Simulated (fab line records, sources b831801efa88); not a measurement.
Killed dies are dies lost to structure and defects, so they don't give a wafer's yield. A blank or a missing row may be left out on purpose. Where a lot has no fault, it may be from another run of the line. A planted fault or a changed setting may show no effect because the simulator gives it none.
Struck lot and sound lot, side by side	flow sky130	14 out of 708 route steps
Sound: wafers L971.2, L971.3, L971.5. Wafers struck: L973.2, L973.4, L973.6. Last of all comes the cause.
Each step with rows lists, per side, the tool, then ch with its chambers, then its first start. Under that, the readings that differ: sound wafers	struck wafers	difference of the means	sigmas: that difference in standard deviations of wafers without a fault.
alike: words and numbers the same on both sides, and readings whose means are apart by under 2 such deviations; not compared: readings that were withheld, readings missing a value for some wafer, numbers with overlapping values and no deviation given by the record, and bounds like >300 which may hide the same value.
The two part at a step that has a row with sigmas, a row that says differs or no value, or rows on one side only. Numbers that don't overlap but have no deviation are shown without sigmas and don't part them. Lack of a reading on every wafer of one side parts them only where that side has two or more wafers.

first, 2 steps without rows for these wafers: SKY_VIA4_PEB_09; SKY_VIA4_DEVELOP_10 (develop time 60 s).
SKY_VIA4_OVL_MEAS_11:
  sound on overlay-02 at day 43 15:04; struck on overlay-02 at day 44 15:06
reading	sound	struck	difference	sigmas
VIA4_OVL (nm)	1.9 -0.6 2.7	-1.2 -2.3 -3.0	-3.5	-2
SKY_VIA4_ETCH_12: etches SiO2 in C4F8/O2/Ar, stops on TiN, target depth 580 nm.
  sound on rie diel-01 ch 0,3, day 43 15:05; struck on rie diel-03 ch 0,1, day 44 15:08
  alike: oes product au, rf fwd power W
SKY_VIA4_STRIP_13: strips in O2/N2.
  sound on plasma asher-01 ch 0,1, day 43 15:10; struck on plasma asher-02 ch 1, day 44 15:12
  alike: drypump motor current A, oes product au, strip time to endpoint s
  not compared: rf hours counter h
then, 3 steps without rows for these wafers: SKY_VIA4_STRIP_14 (strips in post etch residue remover, time 1200 s); SKY_VIA4_CLEAN_15 (cleans in IPA, time 180 s); SKY_VIA4_CLEAN_16 (cleans in O3/DIW).
SKY_VIA4_SPUTTER_17: material TiN, target thk 20 nm, time 80 s.
  sound on pvd sputter-04 at day 43 15:46; struck on pvd sputter-01 at day 44 15:47
  alike: throttle valve pct
SKY_VIA4_CVD_18: deposits W, target thk 505 nm, time 152.14 s.
  sound on cvd w-02 ch 0,1, day 43 15:49; struck on cvd w-01 ch 0,1, day 44 15:51
  alike: heater power w
  not compared: since wet clean h
SKY_VIA4_RS_MEAS_19: uses a four-point probe to measure.
  sound on film metro-01 at day 43 15:59; struck on film metro-01 at day 44 16:01
  alike: VIA4_W_RS
SKY_VIA4_THK_MEAS_20: measures by xrf.
  sound on film metro-01 at day 43 16:06; struck on film metro-01 at day 44 16:08
  alike: VIA4_W_THK
SKY_VIA4_CMP_21: polishes, stops on SiO2, t overpolish 25 s, target thk 0 nm.
  sound on cmp-02 ch 0,2, day 43 16:17; struck on cmp-02 ch 0,3, day 44 16:11
reading	sound	struck	difference	sigmas
overpolish run s (s)	25.020 24.994 24.993	0.039 0.042 0.041	-24.962	-99 or more
time to endpoint s (s)	128 126 124	191 191 190	+65	+13
  alike: edge zone pressure frac, motor current A
-- the record jumps here: 3 days lie between the struck wafers' starts before and after (it left off in module VIA4 and takes up again in module PAD_OPEN, whose first step shown is number 708 of the route) --
SKY_PAD_OPEN_PROBE_99:
  sound on prober-02 at day 46 13:43; struck on prober-02 at day 47 09:50
reading	sound	struck	difference	sigmas
killed_at_M4_up	2 3 4	416 423 407	+412	+99 or more
killed dies	90 91 86	492 492 492	+403	+46
killed on rim	18 21 16	96 96 96	+78	+21
  alike: killed_at_M0_to_M3, killed at contacts, killed at front end, killed at other, killed open, killed short

== WHERE THEY PART ==
Earliest at SKY_VIA4_OVL_MEAS_11; latest, in this record, at SKY_PAD_OPEN_PROBE_99.

WHY: what had been put in by the simulator
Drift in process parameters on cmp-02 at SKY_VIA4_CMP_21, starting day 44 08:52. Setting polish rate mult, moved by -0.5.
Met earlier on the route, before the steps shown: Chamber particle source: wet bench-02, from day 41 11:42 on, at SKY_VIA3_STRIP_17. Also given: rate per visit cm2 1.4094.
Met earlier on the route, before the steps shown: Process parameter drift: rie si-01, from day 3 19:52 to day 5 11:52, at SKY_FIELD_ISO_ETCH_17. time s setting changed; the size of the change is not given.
